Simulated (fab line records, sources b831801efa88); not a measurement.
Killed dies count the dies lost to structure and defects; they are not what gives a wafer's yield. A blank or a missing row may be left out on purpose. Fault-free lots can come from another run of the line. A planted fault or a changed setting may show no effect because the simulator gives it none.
A lot that was struck, set against a sound lot ; flow gf180mcu ; 14 steps out of a route of 602
Sound: these wafers, L371.2, L371.3, L371.4. The struck wafers were L376.1, L376.2, L376.4. The cause comes at the end.
At each step with rows: each side's tool, then ch and its chambers, then its first start. Under that, the readings that differ: sound wafers ; struck wafers ; difference of the means ; sigmas: that difference in standard deviations of wafers without a fault.
alike: readings whose means differ by less than 2 such deviations, and words and numbers that are the same on both sides. not compared: withheld readings, readings that some wafer has no value for, bounds like >300 that may hide the same value, and numbers for which the record gives no deviation and whose values overlap.
The two part at a step that has a row with sigmas, a row that says differs or no value, or rows on one side only. Numbers that don't overlap but have no deviation are shown without sigmas and don't part them. Lack of a reading on every wafer of one side parts them only where that side has two or more wafers.

GF_MIM_SPUTTER_04: material TiN, target thk 50 nm, time 41.7 s.
  sound: pvd-sputter-01 at day 25 07:31; struck: pvd-sputter-01 at day 27 02:40
  alike: throttle-valve-pct
GF_MIM_CVD_05: deposits Si3N4, target thk 42 nm, time 29.086 s.
  sound on pecvd-03 ch 0,2, day 25 07:33; struck on pecvd-04 ch 1,2, day 27 02:43
  alike: heater-power-w
GF_MIM_THK_MEAS_06:
  sound: film-metro-03 at day 25 07:35; struck: film-metro-03 at day 27 02:44
  alike: MIM_CVD_05_THK
GF_MIM_SPUTTER_07: material TiN, target thk 60 nm, time 50 s.
  sound: pvd-sputter-04 at day 25 07:38; struck: pvd-sputter-04 at day 27 02:48
  alike: throttle-valve-pct
GF_MIM_SPUTTER_08: material AlCu, target thk 200 nm, time 10.6 s.
  sound: pvd-sputter-04 at day 25 07:41; struck: pvd-sputter-04 at day 27 02:50
  alike: throttle-valve-pct
GF_MIM_SPUTTER_09: material TiN, target thk 35 nm, time 29.2 s.
  sound: pvd-sputter-04 at day 25 07:43; struck: pvd-sputter-04 at day 27 02:52
  alike: throttle-valve-pct
GF_MIM_RS_MEAS_10: a four-point-probe measurement.
  sound: film-metro-02 at day 25 07:46; struck: film-metro-02 at day 27 02:54
  alike: MIM_ALCU_RS
GF_MIM_THK_MEAS_11: measures by xrf.
  sound: film-metro-02 at day 25 07:52; struck: film-metro-02 at day 27 03:01
  alike: MIM_ALCU_THK
then, 4 steps without rows for these wafers: GF_MIM_DEHYDRATE_12 (time 60 s); GF_MIM_HMDS_13 (prime time 60 s); GF_MIM_COAT_14 (resist thk 1000 nm); GF_MIM_SOFTBAKE_15 (time 60 s).
GF_MIM_EXPOSE_16: exposes mask FuseTop, target cd 2000 nm.
  sound on iline-stepper-02 ch 0, day 25 18:16; struck on iline-stepper-02, day 27 13:19
  no value came back on the struck wafers for exposure-dose-mJ-cm2, focus-offset-nm (nm); on the sound wafers exposure-dose-mJ-cm2 reads 140.09 140.13 140.37
  alike: mask
following that, these wafers have no rows for 1 step: GF_MIM_PEB_17.

## WHERE THEY PART
Only at GF_MIM_EXPOSE_16, within this record.

WHY: whatever the simulator had introduced
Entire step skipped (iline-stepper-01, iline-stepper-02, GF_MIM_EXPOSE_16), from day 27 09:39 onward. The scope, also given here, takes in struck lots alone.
